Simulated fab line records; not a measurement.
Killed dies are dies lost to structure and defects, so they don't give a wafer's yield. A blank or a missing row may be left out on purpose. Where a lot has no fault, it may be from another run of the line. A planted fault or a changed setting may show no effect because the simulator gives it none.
Which tool is to blame? :: flow gf180mcu :: 11 lots with 32 wafers sampled at 6 steps, on a route of 602 steps

== WHAT THE GAUGES SHOWED, per wafer ==
GF_M3_RS_MEAS_05: a four-point-probe measurement.
lot: L723
measured: day 21 15:58
on: film metro-02
M3_ALCU_RS (ohm/sq): 0.0690 0.0683 0.0682

lot: L726
measured: day 22 11:07
on: film metro-03
M3_ALCU_RS (ohm/sq): 0.0685 0.0686 0.0687

lot: L729
measured: day 23 08:37
on: film metro-02
M3_ALCU_RS (ohm/sq): 0.0679 0.0694 0.0681

lot: L731
measured: day 24 04:06
on: film metro-03
M3_ALCU_RS (ohm/sq): 0.0703 0.0696 0.0699

lot: L735
measured: day 25 09:02
on: film metro-04
M3_ALCU_RS (ohm/sq): 7.0874 7.0950 7.1110

lot: L736
measured: day 25 17:52
on: film metro-03
M3_ALCU_RS (ohm/sq): 7.1438 7.1732 7.2092

lot: L737
measured: day 26 05:02
on: film metro-04
M3_ALCU_RS (ohm/sq): 7.2094 7.2759 7.2335

lot: L739
measured: day 26 12:59
on: film metro-04
M3_ALCU_RS (ohm/sq): 0.0691 0.0701 0.0695

lot: L742
measured: day 27 07:09
on: film metro-03
M3_ALCU_RS (ohm/sq): 0.0700 0.0700 0.0701

lot: L743
measured: day 27 10:33
on: film metro-02
M3_ALCU_RS (ohm/sq): 0.0687 0.0688

lot: L744
measured: day 27 12:13
on: film metro-02
M3_ALCU_RS (ohm/sq): 0.0698 0.0690 0.0691

GF_M3_THK_MEAS_06: measures by xrf.
lot: L723
measured: day 21 16:05
on: film metro-02
M3_ALCU_THK (nm): 452 453 457

lot: L726
measured: day 22 11:14
on: film metro-03
M3_ALCU_THK (nm): 456 456 457

lot: L729
measured: day 23 08:44
on: film metro-02
M3_ALCU_THK (nm): 455 446 454

lot: L731
measured: day 24 04:13
on: film metro-03
M3_ALCU_THK (nm): 446 452 449

lot: L735
measured: day 25 09:09
on: film metro-04
M3_ALCU_THK (nm): <0 <0 <0

lot: L736
measured: day 25 17:58
on: film metro-03
M3_ALCU_THK (nm): <0 <0 <0

lot: L737
measured: day 26 05:08
on: film metro-04
M3_ALCU_THK (nm): <0 <0 <0

lot: L739
measured: day 26 13:05
on: film metro-04
M3_ALCU_THK (nm): 455 447 449

lot: L742
measured: day 27 07:15
on: film metro-03
M3_ALCU_THK (nm): 447 447 448

lot: L743
measured: day 27 10:40
on: film metro-02
M3_ALCU_THK (nm): 454 454

lot: L744
measured: day 27 12:18
on: film metro-02
M3_ALCU_THK (nm): 446 452 450

GF_M3_OVL_MEAS_15.
lot: L723
measured: day 22 15:33
on: overlay-01
M3_OVL (nm): -3 -8 0

lot: L726
measured: day 23 10:24
on: overlay-01
M3_OVL (nm): -6 -2 -2

lot: L729
measured: day 24 06:54
on: overlay-01
M3_OVL (nm): 4 -3 -6

lot: L731
measured: day 25 02:07
on: overlay-02
M3_OVL (nm): -7 1 -2

lot: L735
measured: day 26 05:40
on: overlay-01
M3_OVL (nm): -2 -5 2

lot: L736
measured: day 26 14:40
on: overlay-01
M3_OVL (nm): -6 -7 -3

lot: L737
measured: day 27 01:23
on: overlay-01
M3_OVL (nm): 9 1 11

lot: L739
measured: day 27 08:16
on: overlay-01
M3_OVL (nm): 4 2 -1

lot: L742
measured: day 28 03:07
on: overlay-02
M3_OVL (nm): 2 -8 6

lot: L743
measured: day 28 06:24
on: overlay-02
M3_OVL (nm): 4 6

lot: L744
measured: day 28 08:14
on: overlay-02
M3_OVL (nm): 9 8 -1

== EACH LOT AND THE TOOL THAT RAN IT (in order: tool; ch and the chambers of the sampled wafers; start) ==
lot: L723
GF_M2_SPUTTER_03: pvd sputter-02, day 19 13:21
GF_V2_ETCH_16: rie diel-03 ch 1,2,3, day 21 14:23
GF_M3_SPUTTER_02: pvd sputter-02, day 21 15:53

lot: L726
GF_M2_SPUTTER_03: pvd sputter-03, day 20 08:28
GF_V2_ETCH_16: rie diel-01 ch 0,1,3, day 22 09:32
GF_M3_SPUTTER_02: pvd sputter-01, day 22 11:01

lot: L729
GF_M2_SPUTTER_03: pvd sputter-04, day 21 06:51
GF_V2_ETCH_16: rie diel-03 ch 0,3, day 23 07:02
GF_M3_SPUTTER_02: pvd sputter-04, day 23 08:31

lot: L731
GF_M2_SPUTTER_03: pvd sputter-03, day 22 02:19
GF_V2_ETCH_16: rie diel-03 ch 0,1,2, day 24 02:20
GF_M3_SPUTTER_02: pvd sputter-01, day 24 04:01

lot: L735
GF_M2_SPUTTER_03: pvd sputter-04, day 23 09:38
GF_V2_ETCH_16: rie diel-04 ch 1,2, day 25 07:11
GF_M3_SPUTTER_02: pvd sputter-01, day 25 08:56

lot: L736
GF_M2_SPUTTER_03: pvd sputter-02, day 23 20:10
GF_V2_ETCH_16: rie diel-01 ch 0,2,3, day 25 16:14
GF_M3_SPUTTER_02: pvd sputter-02, day 25 17:45

lot: L737
GF_M2_SPUTTER_03: pvd sputter-02, day 24 06:52
GF_V2_ETCH_16: rie diel-01 ch 0,3, day 26 03:17
GF_M3_SPUTTER_02: pvd sputter-04, day 26 04:53

lot: L739
GF_M2_SPUTTER_03: pvd sputter-04, day 24 14:00
GF_V2_ETCH_16: rie diel-03 ch 1,2, day 26 11:23
GF_M3_SPUTTER_02: pvd sputter-04, day 26 12:52

lot: L742
GF_M2_SPUTTER_03: pvd sputter-02, day 25 10:16
GF_V2_ETCH_16: rie diel-03 ch 0,1,2, day 27 05:32
GF_M3_SPUTTER_02: pvd sputter-02, day 27 07:01

lot: L743
GF_M2_SPUTTER_03: pvd sputter-02, day 25 14:38
GF_V2_ETCH_16: rie diel-04 ch 1,3, day 27 08:50
GF_M3_SPUTTER_02: pvd sputter-02, day 27 10:28

lot: L744
GF_M2_SPUTTER_03: pvd sputter-03, day 25 16:13
GF_V2_ETCH_16: rie diel-01 ch 0,1, day 27 10:26
GF_M3_SPUTTER_02: pvd sputter-04, day 27 12:04
- GF_M2_SPUTTER_03: material Ti, target thk 10 nm, time 6.7 s.
- GF_V2_ETCH_16: etches BARC in N2/H2.
- GF_M3_SPUTTER_02: material AlCu, target thk 450 nm, time 23.9 s.

== WHAT THE TOOLS THEMSELVES READ (means of the sampled wafers that have a number; where no wafer has one, the mark that the record gives instead) ==
GF_M2_SPUTTER_03.
lot: L723
tool: pvd sputter-02
cathode dc power W (W): 3000.2
chamber pressure pa (Pa): 0.2997
substrate temp c (C): 299.94
throttle valve pct (%): 31.4

lot: L726
tool: pvd sputter-03
cathode dc power W (W): 2999.9
chamber pressure pa (Pa): 0.2993
substrate temp c (C): 300.05
throttle valve pct (%): 29.6

lot: L729
tool: pvd sputter-04
cathode dc power W (W): 3000.3
chamber pressure pa (Pa): 0.2997
substrate temp c (C): 300.00
throttle valve pct (%): 28.9

lot: L731
tool: pvd sputter-03
cathode dc power W (W): 3000.2
chamber pressure pa (Pa): 0.2995
substrate temp c (C): 299.93
throttle valve pct (%): 29.4

lot: L735
tool: pvd sputter-04
cathode dc power W (W): 3000.1
chamber pressure pa (Pa): 0.2994
substrate temp c (C): 299.76
throttle valve pct (%): 28.9

lot: L736
tool: pvd sputter-02
cathode dc power W (W): 3000.0
chamber pressure pa (Pa): 0.2996
substrate temp c (C): 299.93
throttle valve pct (%): 31.0

lot: L737
tool: pvd sputter-02
cathode dc power W (W): 2999.6
chamber pressure pa (Pa): 0.3001
substrate temp c (C): 299.89
throttle valve pct (%): 31.9

lot: L739
tool: pvd sputter-04
cathode dc power W (W): 3000.0
chamber pressure pa (Pa): 0.3002
substrate temp c (C): 300.02
throttle valve pct (%): 28.9

lot: L742
tool: pvd sputter-02
cathode dc power W (W): 2999.7
chamber pressure pa (Pa): 0.3003
substrate temp c (C): 300.01
throttle valve pct (%): 31.9

lot: L743
tool: pvd sputter-02
cathode dc power W (W): 3000.6
chamber pressure pa (Pa): 0.2998
substrate temp c (C): 300.08
throttle valve pct (%): 31.5

lot: L744
tool: pvd sputter-03
cathode dc power W (W): 2999.9
chamber pressure pa (Pa): 0.2993
substrate temp c (C): 299.92
throttle valve pct (%): 29.4

GF_V2_ETCH_16.
lot: L723
tool: rie diel-03
drypump motor current A (A): 5.8
oes product au (a.u.): 0.858
throttle valve pct (%): 13.224

lot: L726
tool: rie diel-01
drypump motor current A (A): 5.3
oes product au (a.u.): 0.856
throttle valve pct (%): 13.231

lot: L729
tool: rie diel-03
drypump motor current A (A): 5.9
oes product au (a.u.): 0.850
throttle valve pct (%): 13.218

lot: L731
tool: rie diel-03
drypump motor current A (A): 5.8
oes product au (a.u.): 0.859
throttle valve pct (%): 13.225

lot: L735
tool: rie diel-04
drypump motor current A (A): 5.6
oes product au (a.u.): 0.859
throttle valve pct (%): 13.226

lot: L736
tool: rie diel-01
drypump motor current A (A): 5.6
oes product au (a.u.): 0.850
throttle valve pct (%): 13.225

lot: L737
tool: rie diel-01
drypump motor current A (A): 5.7
oes product au (a.u.): 0.857
throttle valve pct (%): 13.225

lot: L739
tool: rie diel-03
drypump motor current A (A): 5.9
oes product au (a.u.): 0.852
throttle valve pct (%): 13.224

lot: L742
tool: rie diel-03
drypump motor current A (A): 5.8
oes product au (a.u.): 0.858
throttle valve pct (%): 13.221

lot: L743
tool: rie diel-04
drypump motor current A (A): 5.5
oes product au (a.u.): 0.863
throttle valve pct (%): 13.226

lot: L744
tool: rie diel-01
drypump motor current A (A): 5.3
oes product au (a.u.): 0.858
throttle valve pct (%): 13.221

GF_M3_SPUTTER_02.
lot: L723
tool: pvd sputter-02
cathode dc power W (W): 10601
chamber pressure pa (Pa): 0.3875
throttle valve pct (%): 31.5

lot: L726
tool: pvd sputter-01
cathode dc power W (W): 10600
chamber pressure pa (Pa): 0.3869
throttle valve pct (%): 30.2

lot: L729
tool: pvd sputter-04
cathode dc power W (W): 10599
chamber pressure pa (Pa): 0.3877
throttle valve pct (%): 29.1

lot: L731
tool: pvd sputter-01
cathode dc power W (W): 10601
chamber pressure pa (Pa): 0.3874
throttle valve pct (%): 30.6

lot: L735
tool: pvd sputter-01
cathode dc power W (W): -
chamber pressure pa (Pa): -
throttle valve pct (%): -

lot: L736
tool: pvd sputter-02
cathode dc power W (W): -
chamber pressure pa (Pa): -
throttle valve pct (%): -

lot: L737
tool: pvd sputter-04
cathode dc power W (W): -
chamber pressure pa (Pa): -
throttle valve pct (%): -

lot: L739
tool: pvd sputter-04
cathode dc power W (W): 10602
chamber pressure pa (Pa): 0.3877
throttle valve pct (%): 29.3

lot: L742
tool: pvd sputter-02
cathode dc power W (W): 10599
chamber pressure pa (Pa): 0.3876
throttle valve pct (%): 31.3

lot: L743
tool: pvd sputter-02
cathode dc power W (W): 10601
chamber pressure pa (Pa): 0.3867
throttle valve pct (%): 31.2

lot: L744
tool: pvd sputter-04
cathode dc power W (W): 10601
chamber pressure pa (Pa): 0.3868
throttle valve pct (%): 28.6

== THE ANSWER, worked out from the rows above alone ==
Rule: what is usual is taken from the lots themselves. The widest of any qualifying gaps counts: lots, ordered by their means at a reading, are off when they make up no more than a third of the lots, leave a main group of 4 or more, and stand apart from it by 3 or more times the standard deviation of that group's means. If all means in a main group match to the digits the tables above print for the reading, that group is not used. Also off: a lot with no number at a reading for which 4 or more lots have one. Any other lot the step has rows for is counted as sound. The gauges are gone through in route order, then the tools' own readings, and for those a lot's mean is taken as printed above. At the first step where some lot is off, the reading lying furthest off is the one used; lots without a number count as furthest.
Off: L735, L736, L737, at GF_M3_RS_MEAS_05 (M3_ALCU_RS). The main group: mean 0.0691 ohm/sq, standard deviation 0.00061.
A tool fits if, at a process step before that reading, it ran every lot that is off, and no sound lot after the first of them. Not tried: the gauges at GF_M3_RS_MEAS_05; whatever is off there is also off at GF_M3_SPUTTER_02, on other tools, and gauge error can't account for it. None of those tried fits.

== WHAT WAS PUT IN BY THE SIMULATOR ==
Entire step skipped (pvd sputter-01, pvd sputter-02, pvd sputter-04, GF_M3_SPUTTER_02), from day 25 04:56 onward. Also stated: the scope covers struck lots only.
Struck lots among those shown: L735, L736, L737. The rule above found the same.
